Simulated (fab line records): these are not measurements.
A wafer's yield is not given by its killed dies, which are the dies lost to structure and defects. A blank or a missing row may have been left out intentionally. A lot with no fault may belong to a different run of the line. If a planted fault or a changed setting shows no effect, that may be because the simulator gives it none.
Which tool did it? -- flow gf180mcu -- 14 lots with 41 wafers sampled at 3 steps, on a route of 602 steps

== WHAT THE GAUGES READ, wafer by wafer ==
GF_M5_CD_MEAS_07 targets a cd of 280 nm.
lot,measured,on,cd_nm (nm)
L563,day 26 11:50,cd_sem-01,280.0 279.3 280.7
L564,day 26 17:35,cd_sem-02,279.4 278.6 278.0
L569,day 28 10:34,cd_sem-01,280.3 281.1 280.7
L570,day 28 17:28,cd_sem-02,279.0 280.1 278.3
L572,day 29 03:54,cd_sem-01,279.7 281.6 280.4
L574,day 29 22:41,cd_sem-01,279.0 280.5 280.2
L578,day 31 00:56,cd_sem-01,279.0 278.2
L580,day 31 13:11,cd_sem-02,280.1 281.0 279.8
L581,day 31 15:52,cd_sem-01,277.2 276.6 277.6
L582,day 32 00:41,cd_sem-01,282.3 281.1 283.2
L583,day 32 01:02,cd_sem-01,281.6 280.1 281.5
L584,day 32 10:24,cd_sem-01,279.7 280.0 280.1
L585,day 32 15:40,cd_sem-01,280.7 279.1 279.7
L586,day 32 16:11,cd_sem-01,277.1 277.4 277.4

GF_M5_OVL_MEAS_08.
lot,measured,on,M5_OVL (nm)
L563,day 26 11:57,overlay-01,-2 -2 -5
L564,day 26 17:41,overlay-01,8 4 3
L569,day 28 10:39,overlay-02,3 14 3
L570,day 28 17:35,overlay-01,1 7 -2
L572,day 29 03:59,overlay-01,-5 5 -3
L574,day 29 22:48,overlay-01,-3 -4 1
L578,day 31 01:02,overlay-02,3 7
L580,day 31 13:16,overlay-01,4 5 4
L581,day 31 15:58,overlay-01,2 0 -9
L582,day 32 00:48,overlay-01,2 1 0
L583,day 32 01:09,overlay-01,6 2 13
L584,day 32 10:30,overlay-01,-5 1 2
L585,day 32 15:46,overlay-01,5 -2 11
L586,day 32 16:18,overlay-02,-5 -7 -3

== WHICH TOOL RAN EACH LOT (tool, then ch and the chambers of the sampled wafers, then the start) ==
lot,GF_MIM_SPUTTER_09
L563,"pvd_sputter-02, day 24 19:01"
L564,"pvd_sputter-01, day 24 23:11"
L569,"pvd_sputter-01, day 26 18:21"
L570,"pvd_sputter-04, day 27 01:55"
L572,"pvd_sputter-04, day 27 13:10"
L574,"pvd_sputter-04, day 28 09:25"
L578,"pvd_sputter-02, day 29 12:58"
L580,"pvd_sputter-01, day 30 00:46"
L581,"pvd_sputter-02, day 30 04:13"
L582,"pvd_sputter-01, day 30 13:10"
L583,"pvd_sputter-02, day 30 13:31"
L584,"pvd_sputter-04, day 31 00:50"
L585,"pvd_sputter-02, day 31 06:40"
L586,"pvd_sputter-01, day 31 06:58"
- GF_MIM_SPUTTER_09: material TiN, target thk 35 nm, time 29.2 s.

== AS READ BY THE TOOLS THEMSELVES (means over the sampled wafers that have a number; for cases with no such wafer, the mark the record gives instead) ==
GF_MIM_SPUTTER_09.
lot,tool,throttle_valve_pct (%)
L563,pvd_sputter-02,29.5
L564,pvd_sputter-01,30.6
L569,pvd_sputter-01,30.6
L570,pvd_sputter-04,30.6
L572,pvd_sputter-04,31.5
L574,pvd_sputter-04,30.8
L578,pvd_sputter-02,29.9
L580,pvd_sputter-01,30.8
L581,pvd_sputter-02,29.6
L582,pvd_sputter-01,30.2
L583,pvd_sputter-02,30.2
L584,pvd_sputter-04,31.7
L585,pvd_sputter-02,30.2
L586,pvd_sputter-01,30.6

== THE ANSWER, worked out from the rows above alone ==
Rule: usual is defined by the lots themselves. The widest of any qualifying gaps counts: lots, ordered by their means at a reading, are off when they make up no more than a third of the lots, leave a main group of 4 or more, and stand apart from it by 3 or more times the standard deviation of that group's means. If all means in a main group match to the digits the tables above print for the reading, that group is not used. A lot without any number at a reading at which 4 lots or more have one is off too. All remaining lots with rows at the step are treated as sound. The gauges are gone through in route order, then the tools' own readings, and for those a lot's mean is taken as printed above. The first step at which some lot is off is used, and at that step the reading that is off furthest; a lot without a number counts as furthest.
No lot is off on any of the readings shown, so nothing can be concluded from this.

== WHAT THE SIMULATOR PUT IN ==
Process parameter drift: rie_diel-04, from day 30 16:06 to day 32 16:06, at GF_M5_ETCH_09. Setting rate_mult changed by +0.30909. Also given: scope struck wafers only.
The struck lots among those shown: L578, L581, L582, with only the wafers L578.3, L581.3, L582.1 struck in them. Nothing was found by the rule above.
